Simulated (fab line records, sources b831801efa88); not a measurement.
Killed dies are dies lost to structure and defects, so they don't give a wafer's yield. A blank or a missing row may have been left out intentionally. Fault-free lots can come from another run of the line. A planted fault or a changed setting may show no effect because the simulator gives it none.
fab line records | flow sfqLine
record lots=14 | wafers=41 | lastDay=82
route steps=325 shown I4@174
lots with no fault: from the same line, run without faults
startH: the number of hours between the record's first day and the start of the first shown wafer of the lot | waitH: hours since the lot's step before | " repeats the value in the row above | L1.1+2: several wafers, shown together as one row | - no value, or no start given | * or withheld: withheld | < > ~ a bound
route shown NAME@n: NAME is a module with steps in the file, n the number in the route of the first one | usual: mean/standard deviation of fault-free wafers | same: alike in all rows | chamber/n: place in a boat | sites: readings site by site | _std_site: how widely they spread, as a standard deviation | _edge_site: outer sites' mean less inner sites' | radiusMm: for every site, how far away it sits from the centre of the wafer | mask NAME#n: copy n | behind: the last tool/chamber to shape the wafer | hold: the reason the lot was held/the length of the hold in hours/how it ended | device: the transistor (n, p or np) that didn't switch | end of line: the route-end tests of the same wafers | a step without rows: its recipe alone | killed: at the first sort, the dies lost to defects and structure; wafer yield is something else | map: per-die view of a wafer (x killed, . not killed, _ where there is no die)
set.NAME: the setting that was run; set.NAME@STEP: the one run at that earlier step | model.NAME: the simulator's own value behind a step, which no gauge read
the route's steps for a sample of lots (tables are steps, rows are wafers)
services: the hour from which a tool's chamber was out of use, counted from the record's first day as startH (under 0 if before that day), plus the number of hours and why
## steps
# step SFQ_TRILAYER_I4_VIA_BARC_OPEN_VIA_ETCH_146
# recipe maskMaterial=PR | chemistry=O2 | targetDepthNm=125 | target=BARC | sourceW=500 | biasW=80 | pressureMtorr=30 | timeS=41.7
# usual drypumpMotorCurrentA=5.6/0.41 | oesProductAu=0.685/0.0044 | runLengthS=70.0/0.43
lot.wafer | tool       | chamber | startH  | waitH | drypumpMotorCurrentA | oesProductAu | rfHoursCounterH | runLengthS
L660.2    | rieDiel-02 | 3       | 1094.12 | 0.0   | 5.3                  | 0.681        | 0               | 70.0
L660.5    | "          | 1       | "       | "     | 5.1                  | 0.687        | -               | 70.3
L660.6    | "          | 2       | "       | "     | 5.6                  | 0.688        | -               | 70.7
L661.2    | rieDiel-03 | 2       | 1107.32 | 0.0   | 5.5                  | 0.676        | 5               | 69.7
L661.5    | "          | 2       | "       | "     | 5.4                  | 0.681        | -               | 69.9
L661.6    | "          | 3       | "       | "     | 5.8                  | 0.682        | -               | 70.6
L663.1    | rieDiel-02 | 2       | 1114.52 | 0.0   | 5.6                  | 0.682        | 18              | 70.8
L663.2    | "          | 3       | "       | "     | 5.3                  | 0.681        | 0               | 70.5
L663.3    | "          | 1       | "       | "     | 5.1                  | 0.691        | 11              | 70.2
L664.1    | rieDiel-03 | 1       | 1116.92 | 0.0   | 5.5                  | 0.683        | 5               | 69.6
L664.4    | "          | 3       | "       | "     | 5.7                  | 0.677        | 19              | 70.7
L664.6    | "          | 1       | "       | "     | 5.5                  | 0.688        | -               | 70.3
L665.1    | rieDiel-04 | 1       | 1162.47 | 0.0   | 4.9                  | 0.687        | 16              | 70.0
L665.3    | "          | 0       | "       | "     | 6.2                  | 0.688        | 3               | 70.7
L665.5    | "          | 2       | "       | "     | 5.6                  | 0.690        | -               | 69.4
L666.1    | rieDiel-03 | 0       | 1214.32 | 0.0   | 6.3                  | 0.686        | 4               | 69.7
L666.3    | "          | 1       | "       | "     | 5.5                  | 0.684        | 6               | 69.8
L666.6    | "          | 2       | "       | "     | 5.4                  | 0.684        | -               | 69.8
L667.1    | rieDiel-03 | 1       | 1222.72 | 0.0   | 5.5                  | 0.689        | 6               | 69.7
L667.5    | "          | 1       | "       | "     | 5.5                  | 0.684        | -               | 69.6
L667.6    | "          | 2       | "       | "     | 5.4                  | 0.683        | -               | 69.9
L668.1    | rieDiel-02 | 0       | 1234.72 | 0.0   | 6.4                  | 0.679        | 5               | 69.9
L668.4    | "          | 3       | "       | "     | 5.3                  | 0.681        | 1               | 70.0
L668.6    | "          | 3       | "       | "     | 5.3                  | 0.692        | -               | 69.6
L669.4    | rieDiel-03 | 0       | 1244.72 | 0.0   | 6.3                  | 0.687        | 5               | 69.6
L669.5    | "          | 2       | "       | "     | 5.5                  | 0.690        | -               | 70.1
L669.6    | "          | 3       | "       | "     | 5.7                  | 0.682        | -               | 70.7
L670.1    | rieDiel-04 | 2       | 1250.72 | 0.0   | 5.5                  | 0.689        | 16              | 70.3
L670.3    | "          | 0       | "       | "     | 6.1                  | 0.690        | 4               | 70.7
L670.5    | "          | 1       | "       | "     | 4.8                  | 0.691        | -               | 70.1
L671.2    | rieDiel-04 | 2       | 1255.52 | 0.0   | 5.5                  | 0.686        | 17              | 69.4
L671.3    | "          | 3       | "       | "     | 5.6                  | 0.683        | 19              | 70.2
L671.6    | "          | 1       | "       | "     | 4.8                  | 0.684        | -               | 70.0
L672.1    | rieDiel-03 | 1       | 1260.32 | 0.0   | 5.5                  | 0.688        | 7               | 70.1
L672.3    | "          | 0       | "       | "     | 6.3                  | 0.690        | 5               | 69.6
L672.6    | "          | 2       | "       | "     | 5.4                  | 0.681        | -               | 70.1
L679.1    | rieDiel-03 | 1       | 1307.12 | 0.0   | 5.6                  | 0.827        | 8               | 60.8
L679.3    | "          | 2       | "       | "     | 5.4                  | 0.692        | 8               | 69.9
L679.6    | "          | 3       | "       | "     | 5.7                  | 0.678        | -               | 71.1
L681.4    | rieDiel-03 | 1       | 1323.70 | 0.0   | 5.5                  | 0.832        | -               | 60.6
L681.5    | "          | 0       | "       | "     | 6.3                  | 0.682        | -               | 70.1
## services
tool       | chamber | startH  | hours | kind
rieDiel-03 | 0       | 1105.18 | 4.8   | repair
rieDiel-03 | -       | 1110.64 | 2.8   | pm
rieDiel-02 | 3       | 1137.98 | 2.3   | repair
rieDiel-04 | 2       | 1140.22 | 7.0   | repair
rieDiel-02 | 3       | 1152.37 | 1.6   | repair
rieDiel-03 | 2       | 1165.10 | 5.6   | repair
rieDiel-04 | -       | 1198.78 | 0.9   | repair
rieDiel-04 | -       | 1236.39 | 13.8  | repair
rieDiel-04 | -       | 1248.65 | 1.2   | repair
rieDiel-04 | -       | 1268.84 | 14.6  | pm
rieDiel-02 | 1       | 1276.54 | 18.2  | repair
rieDiel-04 | 0       | 1291.69 | 3.5   | repair
rieDiel-04 | 3       | 1296.69 | 2.4   | repair
rieDiel-02 | 0       | 1306.67 | 6.3   | repair
rieDiel-04 | 3       | 1307.55 | 5.6   | repair
rieDiel-02 | 2       | 1312.99 | -     | clean
rieDiel-02 | 2       | 1312.99 | -     | consumableReplace:focusRing
rieDiel-02 | 2       | 1312.99 | 25.5  | scheduledDown
rieDiel-02 | 2       | 1312.99 | 25.5  | ventCycle
rieDiel-04 | 3       | 1313.16 | -     | clean
rieDiel-03 | 3       | 1316.67 | -     | clean
rieDiel-03 | 3       | 1316.67 | -     | consumableReplace:focusRing
rieDiel-03 | 3       | 1316.67 | 19.0  | scheduledDown
rieDiel-03 | 3       | 1316.67 | 19.0  | ventCycle
## key
firstSign step=SFQ_TRILAYER_I4_VIA_BARC_OPEN_VIA_ETCH_146 | reading=oesProductAu | direction=up | sigmas=33 | usual=0.685 | struck=0.829
effect step=SFQ_TRILAYER_I4_VIA_BARC_OPEN_VIA_ETCH_146 | reading=runLengthS | direction=down | sigmas=21 | usual=* | struck=*
metAt SFQ_TRILAYER_I4_VIA_BARC_OPEN_VIA_ETCH_146
struckLots L679,L681
struckWafers L679.1,L681.4
onsetBetween 1260.32 1307.12
fault kind=processParameterDrift | tool=rieDiel-03 | chamber=- | onsetH=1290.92 | steps=SFQ_TRILAYER_I4_VIA_BARC_OPEN_VIA_ETCH_146 | channel=timeS | offset=* | shape=step | endH=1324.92 | scope=struckWafersOnly | actsIn=* | stated=*
